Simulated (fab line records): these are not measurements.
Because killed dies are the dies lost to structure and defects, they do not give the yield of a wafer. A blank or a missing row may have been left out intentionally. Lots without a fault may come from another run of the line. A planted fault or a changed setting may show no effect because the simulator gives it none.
fab line records    flow gf180mcu
record lots=13  wafers=39  last-day=35
route steps=602 shown SALICIDE@283 CONTACT@289 V2@387 V5@556
lots with no fault: from the same line, run without faults
start-h: start of the lot's first displayed wafer, in hours after the record's first day    wait-h: time in hours since the lot's previous step    " unchanged from the row above    L1.1+2: a single row standing in for several wafers    - value missing, or start not given    * or withheld: withheld    < > ~ a bound
route shown NAME@n: names a module that has steps shown in the file, with the first one's number in the route    usual: the fault-free wafers' mean and standard deviation    same: alike in all rows    chamber/n: place in a boat    sites: each site's reading    _std_site: how widely they spread, as a standard deviation    _edge_site: mean of outer sites minus mean of inner sites    radius-mm: how far each site lies from the wafer's centre    mask NAME#n: copy n    behind: the most recent tool/chamber to have shaped the wafer    hold: why the lot went on hold/how many hours it stayed there/how the hold came to an end    device: whichever transistor did not switch (one of n, p or np)    end of line: the route-end tests of the same wafers    a step with no rows: only its recipe    killed: at the first sort, the dies lost to defects and structure; wafer yield is something else    map: shows each die of a wafer: x if killed, . if not, _ if none is there
set.NAME: setting as actually run; set.NAME@STEP: the setting as run at that earlier step    model.NAME: the simulator's own value behind a step, which no gauge read
a sample of lots followed through the steps of the route, with each step as a table and each wafer as a row
services: the hour from which a tool's chamber was out of use, counted from the record's first day as start-h (under 0 if before that day), plus the number of hours and why
## steps
# step GF_SALICIDE_THK_MEAS_05
# recipe thk-meas-gauge=xrf  reads=TiN_of_SALICIDE_SPUTTER_03
# usual SALICIDE_TIN_THK=19.95/0.27
lot.wafer  tool           chamber  start-h  wait-h  SALICIDE_TIN_THK[nm]
L238.2     film-metro-03  -        352.55   0.1     19.78
L238.4     "              -        "        "       19.90
L238.6     "              -        "        "       19.91
L239.2     film-metro-01  -        361.87   0.1     19.59
L239.5     "              -        "        "       19.47
L239.6     "              -        "        "       19.38
L240.3     film-metro-03  -        372.17   0.1     20.35
L240.5     "              -        "        "       19.88
L240.6     "              -        "        "       20.16
L242.1     film-metro-03  -        389.20   0.1     20.15
L242.4     "              -        "        "       20.16
L242.5     "              -        "        "       20.06
L247.1     film-metro-01  -        428.68   0.1     20.17
L247.5     "              -        "        "       20.02
L247.6     "              -        "        "       20.49
L249.1     film-metro-01  -        447.90   0.1     20.17
L249.2     "              -        "        "       20.23
L249.3     "              -        "        "       20.15
L253.4     film-metro-02  -        479.58   0.1     20.01
L253.5     "              -        "        "       20.03
L253.6     "              -        "        "       19.81
L254.2     film-metro-01  -        490.02   0.1     19.79
L254.5     "              -        "        "       19.83
L254.6     "              -        "        "       20.13
L255.1     film-metro-02  -        494.99   0.1     19.84
L255.5     "              -        "        "       19.60
L255.6     "              -        "        "       19.93
L256.3     film-metro-02  -        511.07   0.1     19.75
L256.5     "              -        "        "       19.95
L256.6     "              -        "        "       20.20
L258.3     film-metro-03  -        520.36   0.1     19.93
L258.5     "              -        "        "       19.74
L258.6     "              -        "        "       19.38
L259.1     film-metro-02  -        530.85   0.1     20.03
L259.3     "              -        "        "       20.21
L259.4     "              -        "        "       20.16
L260.3     film-metro-01  -        536.89   0.1     20.43
L260.5     "              -        "        "       20.76
L260.6     "              -        "        "       20.11
# step GF_CONTACT_CVD_02
# recipe material=SiO2  target-thk-nm=860  precursor=TEOS  temp-c=400  time-s=95.992  rf-w=600
# usual heater-power-w=642/74
lot.wafer  tool      chamber  start-h  wait-h  heater-power-w
L238.2     pecvd-04  0        352.99   0.0     574
L238.4     "         1        "        "       739
L238.6     "         0        "        "       643
L239.2     pecvd-04  2        362.32   0.0     757
L239.5     "         1        "        "       663
L239.6     "         2        "        "       582
L240.3     pecvd-02  1        372.61   0.0     539
L240.5     "         0        "        "       714
L240.6     "         1        "        "       561
L242.1     pecvd-02  0        389.77   0.1     694
L242.4     "         1        "        "       586
L242.5     "         2        "        "       604
L247.1     pecvd-02  1        429.14   0.1     572
L247.5     "         1        "        "       456
L247.6     "         2        "        "       650
L249.1     pecvd-04  2        448.36   0.1     722
L249.2     "         0        "        "       647
L249.3     "         1        "        "       693
L253.4     pecvd-04  1        480.04   0.1     651
L253.5     "         0        "        "       635
L253.6     "         2        "        "       698
L254.2     pecvd-04  2        490.46   0.0     714
L254.5     "         2        "        "       573
L254.6     "         0        "        "       664
L255.1     pecvd-04  2        495.45   0.1     659
L255.5     "         1        "        "       663
L255.6     "         0        "        "       621
L256.3     pecvd-02  1        511.51   0.0     545
L256.5     "         1        "        "       571
L256.6     "         2        "        "       522
L258.3     pecvd-02  1        521.04   0.1     526
L258.5     "         2        "        "       528
L258.6     "         1        "        "       559
L259.1     pecvd-02  1        531.30   0.1     497
L259.3     "         1        "        "       552
L259.4     "         2        "        "       601
L260.3     pecvd-04  2        537.43   0.0     714
L260.5     "         0        "        "       531
L260.6     "         1        "        "       683
# step GF_V2_BOW_MEAS_05
# recipe mode=bow
# usual V2_BOW=99/7.8
lot.wafer  tool           chamber  start-h  wait-h  V2_BOW[um]
L238.2     film-metro-01  -        452.96   0.2     100
L238.4     "              -        "        "       103
L238.6     "              -        "        "       105
L239.2     film-metro-01  -        463.12   0.2     94
L239.5     "              -        "        "       96
L239.6     "              -        "        "       92
L240.3     film-metro-01  -        472.84   0.1     111
L240.5     "              -        "        "       104
L240.6     "              -        "        "       100
L242.1     film-metro-01  -        492.83   0.2     114
L242.4     "              -        "        "       93
L242.5     "              -        "        "       113
L247.1     film-metro-04  -        531.21   0.1     114
L247.5     "              -        "        "       100
L247.6     "              -        "        "       102
L249.1     film-metro-04  -        551.02   0.1     101
L249.2     "              -        "        "       91
L249.3     "              -        "        "       86
L253.4     film-metro-01  -        576.22   0.3     98
L253.5     "              -        "        "       109
L253.6     "              -        "        "       96
L254.2     film-metro-04  -        587.20   0.2     96
L254.5     "              -        "        "       92
L254.6     "              -        "        "       93
L255.1     film-metro-03  -        592.01   0.1     106
L255.5     "              -        "        "       95
L255.6     "              -        "        "       95
L256.3     film-metro-04  -        606.59   0.2     92
L256.5     "              -        "        "       94
L256.6     "              -        "        "       99
L258.3     film-metro-04  -        615.32   0.3     94
L258.5     "              -        "        "       94
L258.6     "              -        "        "       93
L259.1     film-metro-03  -        624.63   0.2     98
L259.3     "              -        "        "       96
L259.4     "              -        "        "       98
L260.3     film-metro-01  -        629.49   0.1     105
L260.5     "              -        "        "       96
L260.6     "              -        "        "       97
# step GF_V5_ETCH_16
# recipe chemistry=N2/H2  target-depth-a=withheld  overetch-a=withheld  time-s=withheld  target=BARC  ion-energy-ev=200  source-w=500  bias-w=100  pressure-mtorr=30  n2-flow-sccm=100  h2-flow-sccm=200
# usual drypump-motor-current-A=5.7/0.42  oes-product-au=0.854/0.0049  rf-fwd-power-W=494.7/2  throttle-valve-pct=13.224/0.0096
lot.wafer  tool         chamber  start-h  wait-h  drypump-motor-current-A  oes-product-au  rf-fwd-power-W  throttle-valve-pct
L238.2     rie-diel-01  1        641.77   0.0     6.0                      0.847           497.5           13.228
L238.4     "            0        "        "       5.6                      0.857           499.2           13.226
L238.6     "            3        "        "       6.4                      0.853           496.7           13.232
L239.2     rie-diel-03  3        648.67   0.0     5.9                      0.856           494.3           13.223
L239.5     "            2        "        "       5.9                      0.845           494.6           13.235
L239.6     "            3        "        "       5.9                      0.857           493.1           13.236
L240.3     rie-diel-03  1        658.62   0.0     5.6                      0.850           492.0           13.209
L240.5     "            2        "        "       5.9                      0.862           494.1           13.220
L240.6     "            1        "        "       5.6                      0.858           493.6           13.220
L242.1     rie-diel-01  2        672.72   0.0     4.9                      0.851           496.0           13.230
L242.4     "            1        "        "       6.0                      0.851           493.8           13.212
L242.5     "            2        "        "       4.9                      0.859           495.6           13.199
L247.1     rie-diel-04  3        705.41   0.0     5.3                      0.856           575.5           13.225
L247.5     "            2        "        "       5.4                      0.853           568.9           13.239
L247.6     "            1        "        "       5.7                      0.859           575.3           13.239
L249.1     rie-diel-04  1        720.92   0.0     5.7                      0.859           575.3           13.215
L249.2     "            3        "        "       5.3                      0.858           575.6           13.225
L249.3     "            2        "        "       5.4                      0.851           571.9           13.235
L253.4     rie-diel-01  0        742.62   0.0     5.6                      0.845           496.8           13.224
L253.5     "            1        "        "       6.1                      0.859           496.3           13.225
L253.6     "            2        "        "       4.9                      0.857           494.9           13.220
L254.2     rie-diel-01  0        750.38   0.0     5.6                      0.864           495.9           13.234
L254.5     "            2        "        "       4.9                      0.848           497.0           13.222
L254.6     "            1        "        "       6.0                      0.857           494.1           13.223
L255.1     rie-diel-01  1        753.83   0.0     6.0                      0.849           492.5           13.223
L255.5     "            3        "        "       6.4                      0.849           497.3           13.223
L255.6     "            2        "        "       4.9                      0.848           493.5           13.232
L256.3     rie-diel-01  3        765.28   0.0     6.4                      0.847           494.7           13.223
L256.5     "            1        "        "       6.1                      0.849           496.6           13.220
L256.6     "            2        "        "       4.9                      0.863           491.7           13.237
L258.3     rie-diel-01  2        771.75   0.0     4.9                      0.859           494.5           13.230
L258.5     "            3        "        "       6.4                      0.849           498.3           13.236
L258.6     "            2        "        "       4.9                      0.851           493.9           13.222
L259.1     rie-diel-03  0        778.78   0.0     5.7                      0.855           493.6           13.217
L259.3     "            1        "        "       5.6                      0.859           492.0           13.251
L259.4     "            3        "        "       6.0                      0.856           494.6           13.239
L260.3     rie-diel-01  3        793.48   0.0     6.4                      0.851           496.2           13.232
L260.5     "            3        "        "       6.4                      0.854           497.0           13.211
L260.6     "            2        "        "       4.9                      0.853           496.1           13.229
## services
tool         chamber  start-h  hours  kind
pecvd-04     -        343.38   1.2    repair
pecvd-02     -        367.71   0.6    repair
pecvd-04     -        368.88   14.0   pm
pecvd-04     -        384.02   2.6    repair
pecvd-02     1        391.33   4.8    repair
rie-diel-01  2        397.09   7.0    repair
rie-diel-01  2        421.58   8.8    repair
rie-diel-01  3        430.27   3.5    repair
rie-diel-03  3        431.49   4.1    repair
pecvd-04     -        456.32   14.6   pm
rie-diel-01  0        471.02   4.1    repair
pecvd-02     0        475.14   5.4    repair
pecvd-04     -        480.73   3.3    repair
rie-diel-03  0        484.83   8.6    repair
pecvd-02     0        511.84   21.3   repair
pecvd-02     -        513.39   2.8    pm
pecvd-04     -        518.81   2.8    pm
rie-diel-01  2        601.94   11.7   repair
pecvd-02     -        636.58   3.2    repair
pecvd-02     -        655.24   0.8    pm
rie-diel-01  0        721.13   3.9    repair
pecvd-02     -        758.75   0.8    repair
rie-diel-01  0        764.67   7.9    repair
pecvd-02     -        776.92   6.0    pm
## key
first-sign step=GF_V5_ETCH_16  reading=rf-fwd-power-W  direction=up  sigmas=39  usual=494.7  struck=573.7
effect none on later readings
met-at GF_V5_ETCH_16
struck-lots L247,L249
not-acting-at GF_SALICIDE_THK_MEAS_05,GF_CONTACT_CVD_02,GF_V2_BOW_MEAS_05
fault kind=process-parameter-drift  tool=rie-diel-04  chamber=-  onset-h=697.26  steps=GF_V5_ETCH_16  channel=source-w  offset=80  shape=step  end-h=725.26  acts-in=these-recipes-only  stated=500
